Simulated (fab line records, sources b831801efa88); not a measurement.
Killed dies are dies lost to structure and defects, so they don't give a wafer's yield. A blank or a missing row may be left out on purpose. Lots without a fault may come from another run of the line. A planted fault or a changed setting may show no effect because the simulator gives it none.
Which tool did it? | flow gf180mcu | 13 lots, 39 wafers sampled, at 5 steps of a route of 602

WHAT THE GAUGES READ, wafer by wafer
GF_HV_LDD_RS_MEAS_53: measures by four-point-probe. Usual: HV_LDD_RS 418.4 ohm/sq, standard deviation 0.92.
lot  | measured     | on            | HV_LDD_RS (ohm/sq) | flag
L165 | day 13 12:29 | film_metro-04 | 419.8 418.5 418.7  |
L166 | day 13 16:56 | film_metro-04 | 420.0 419.5 420.1  |
L169 | day 14 14:44 | film_metro-04 | 420.4 420.5 419.1  |
L170 | day 15 04:16 | film_metro-01 | 417.4 416.5 417.8  |
L172 | day 15 16:19 | film_metro-01 | 418.6 419.1 418.3  |
L174 | day 16 13:41 | film_metro-02 | 419.6 418.3 418.2  |
L175 | day 16 14:58 | film_metro-04 | 417.3 416.7 417.1  |
L176 | day 16 22:05 | film_metro-01 | 418.1 418.9 420.3  |
L177 | day 17 10:21 | film_metro-04 | 418.0 417.9 418.6  |
L178 | day 17 20:59 | film_metro-01 | 420.0 418.4 418.2  |
L179 | day 18 02:02 | film_metro-01 | 417.8 418.4 417.7  |
L183 | day 19 10:53 | film_metro-01 | 418.7 419.8 418.7  |
L184 | day 19 18:20 | film_metro-01 | 418.5 418.8 417.4  |

GF_SAB_THK_MEAS_01. Usual: SAB_CVD_00_THK 49.9 nm, standard deviation 0.66.
lot  | measured     | on            | SAB_CVD_00_THK (nm) | flag
L165 | day 15 10:49 | film_metro-02 | 49.6 50.3 50.5      |
L166 | day 15 14:04 | film_metro-04 | 49.1 49.6 49.2      |
L169 | day 16 14:21 | film_metro-04 | 50.2 50.8 51.3      |
L170 | day 17 04:19 | film_metro-03 | 49.9 51.0 50.4      |
L172 | day 17 18:55 | film_metro-04 | 49.6 48.7 50.1      |
L174 | day 18 15:33 | film_metro-04 | 49.4 49.1 50.3      |
L175 | day 18 18:50 | film_metro-03 | 43.2 45.0 50.0      | OFF
L176 | day 19 00:32 | film_metro-02 | 49.3 43.3 49.8      | OFF
L177 | day 19 14:47 | film_metro-04 | 50.7 50.8 51.1      |
L178 | day 19 23:37 | film_metro-03 | 49.9 43.7 44.0      | OFF
L179 | day 20 04:48 | film_metro-02 | 50.0 49.8 50.5      |
L183 | day 21 14:05 | film_metro-04 | 49.5 50.7 51.2      |
L184 | day 21 22:04 | film_metro-02 | 49.3 49.4 50.9      |

WHICH TOOL RAN EACH LOT (tool, then ch and the chambers of the sampled wafers, then the start)
lot  | GF_PSD_STRIP_10                      | GF_PSD_RTA_13                    | GF_SAB_CVD_00
L165 | plasma_asher-01 ch 0,1, day 15 10:15 | rtp_anneal-02 ch 0, day 15 10:28 | pecvd-04 ch 1,2, day 15 10:47
L166 | plasma_asher-01 ch 0,1, day 15 13:30 | rtp_anneal-02 ch 0, day 15 13:43 | pecvd-01 ch 0,1,2, day 15 14:02
L169 | plasma_asher-03 ch 0, day 16 13:48   | rtp_anneal-01 ch 0, day 16 14:01 | pecvd-01 ch 1,2, day 16 14:20
L170 | plasma_asher-04 ch 0,1, day 17 03:47 | rtp_anneal-02 ch 0, day 17 03:59 | pecvd-02 ch 0,1,2, day 17 04:17
L172 | plasma_asher-04 ch 0,1, day 17 18:22 | rtp_anneal-02 ch 0, day 17 18:34 | pecvd-02 ch 0,1,2, day 17 18:54
L174 | plasma_asher-01 ch 0,1, day 18 15:00 | rtp_anneal-02 ch 0, day 18 15:13 | pecvd-01 ch 0,1,2, day 18 15:32
L175 | plasma_asher-01 ch 0,1, day 18 18:18 | rtp_anneal-02 ch 0, day 18 18:31 | pecvd-02 ch 1,2, day 18 18:48
L176 | plasma_asher-03 ch 0,1, day 18 23:58 | rtp_anneal-02 ch 0, day 19 00:11 | pecvd-02 ch 1,2, day 19 00:31
L177 | plasma_asher-03 ch 0,1, day 19 14:15 | rtp_anneal-01 ch 0, day 19 14:28 | pecvd-01 ch 0,2, day 19 14:45
L178 | plasma_asher-01 ch 1, day 19 23:04   | rtp_anneal-02 ch 0, day 19 23:16 | pecvd-02 ch 0,2, day 19 23:36
L179 | plasma_asher-01 ch 0,1, day 20 04:15 | rtp_anneal-01 ch 0, day 20 04:28 | pecvd-01 ch 0,1, day 20 04:47
L183 | plasma_asher-03 ch 1, day 21 13:31   | rtp_anneal-02 ch 0, day 21 13:44 | pecvd-04 ch 0,1,2, day 21 14:03
L184 | plasma_asher-04 ch 0,1, day 21 21:30 | rtp_anneal-02 ch 0, day 21 21:44 | pecvd-01 ch 1,2, day 21 22:02
- GF_PSD_STRIP_10: strips in O2/N2.
- GF_PSD_RTA_13: time 20 s.
- GF_SAB_CVD_00: deposits SiO2 from TEOS, target thk 50 nm, time 4.9302 s.

WHAT THE TOOLS THEMSELVES READ (means of the sampled wafers that have a number; where no wafer has one, the mark that the record gives instead)
GF_PSD_STRIP_10. Usual: drypump_motor_current_A 5.30 A, standard deviation 0.3; heater_power_w 328 W, standard deviation 17; oes_product_au 0.591 a.u., standard deviation 0.0043; strip_time_to_endpoint_s 16.57 s, standard deviation 0.036.
lot  | tool            | drypump_motor_current_A (A) | heater_power_w (W) | oes_product_au (a.u.) | strip_time_to_endpoint_s (s) | flag
L165 | plasma_asher-01 | 5.24                        | 323                | 0.592                 | 16.57                        |
L166 | plasma_asher-01 | 5.23                        | 327                | 0.591                 | 16.57                        |
L169 | plasma_asher-03 | 5.21                        | 317                | 0.588                 | 16.52                        |
L170 | plasma_asher-04 | 5.61                        | 351                | 0.589                 | 16.57                        |
L172 | plasma_asher-04 | 5.25                        | 346                | 0.591                 | 16.57                        |
L174 | plasma_asher-01 | 5.22                        | 322                | 0.592                 | 16.57                        |
L175 | plasma_asher-01 | 5.18                        | 331                | 0.590                 | 16.65                        |
L176 | plasma_asher-03 | 5.35                        | 309                | 0.588                 | 16.61                        |
L177 | plasma_asher-03 | 5.33                        | 316                | 0.591                 | 16.57                        |
L178 | plasma_asher-01 | 5.30                        | 317                | 0.585                 | 16.54                        |
L179 | plasma_asher-01 | 5.17                        | 341                | 0.587                 | 16.52                        |
L183 | plasma_asher-03 | 5.43                        | 311                | 0.588                 | 16.55                        |
L184 | plasma_asher-04 | 5.25                        | 349                | 0.592                 | 16.55                        |

GF_PSD_RTA_13. Usual: lamp_power_pct 31.6 %, standard deviation 0.47; wafer_temp_C_max 1028.9, standard deviation 0.81.
lot  | tool          | lamp_power_pct (%) | wafer_temp_C_max | flag
L165 | rtp_anneal-02 | 31.2               | 1028.2           |
L166 | rtp_anneal-02 | 31.1               | 1027.9           |
L169 | rtp_anneal-01 | 32.1               | 1029.6           |
L170 | rtp_anneal-02 | 31.1               | 1028.6           |
L172 | rtp_anneal-02 | 31.1               | 1029.3           |
L174 | rtp_anneal-02 | 31.1               | 1028.5           |
L175 | rtp_anneal-02 | 31.2               | 1028.6           |
L176 | rtp_anneal-02 | 31.1               | 1028.7           |
L177 | rtp_anneal-01 | 32.1               | 1028.8           |
L178 | rtp_anneal-02 | 31.1               | 1029.0           |
L179 | rtp_anneal-01 | 32.1               | 1029.5           |
L183 | rtp_anneal-02 | 31.1               | 1028.6           |
L184 | rtp_anneal-02 | 31.1               | 1028.9           |

GF_SAB_CVD_00. Usual: heater_power_w 687 W, standard deviation 93; rf_fwd_power_W 587 W, standard deviation 3.3.
lot  | tool     | heater_power_w (W) | rf_fwd_power_W (W) | flag
L165 | pecvd-04 | 722                | 586                |
L166 | pecvd-01 | 698                | 589                |
L169 | pecvd-01 | 678                | 593                |
L170 | pecvd-02 | 633                | 586                |
L172 | pecvd-02 | 682                | 586                |
L174 | pecvd-01 | 710                | 588                |
L175 | pecvd-02 | 603                | 586                |
L176 | pecvd-02 | 646                | 585                |
L177 | pecvd-01 | 733                | 589                |
L178 | pecvd-02 | 728                | 587                |
L179 | pecvd-01 | 676                | 589                |
L183 | pecvd-04 | 738                | 585                |
L184 | pecvd-01 | 622                | 591                |

THE ANSWER, worked out from the rows above alone
Rule: a lot is off if the mean of its wafers that have a number lies more than 3 standard deviations from the usual mean. A lot without any number at a reading at which 4 lots or more have one is off too. The other lots that the step has rows for count as sound. The gauges are gone through in route order, then the tools' own readings, and for those a lot's mean is taken as printed above. The first step at which some lot is off is used, and at that step the reading that is off furthest; a lot without a number counts as furthest.
Off: L175, L176, L178, at GF_SAB_THK_MEAS_01 (SAB_CVD_00_THK).
A tool fits if, at a process step before that reading, it ran every lot that is off, and no sound lot after the first of them. The gauges at GF_SAB_THK_MEAS_01 are tried like those tools. One fits: pecvd-02 at GF_SAB_CVD_00. Its last sound lot is L172 (day 17 18:54), its first lot that is off L175 (day 18 18:48): a fault that began between those two fits.

WHAT THE SIMULATOR HAD PUT IN
Site profile drift: pecvd-02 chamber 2, from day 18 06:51 on, at GF_SAB_CVD_00. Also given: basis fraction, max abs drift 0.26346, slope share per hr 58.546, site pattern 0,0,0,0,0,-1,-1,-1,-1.
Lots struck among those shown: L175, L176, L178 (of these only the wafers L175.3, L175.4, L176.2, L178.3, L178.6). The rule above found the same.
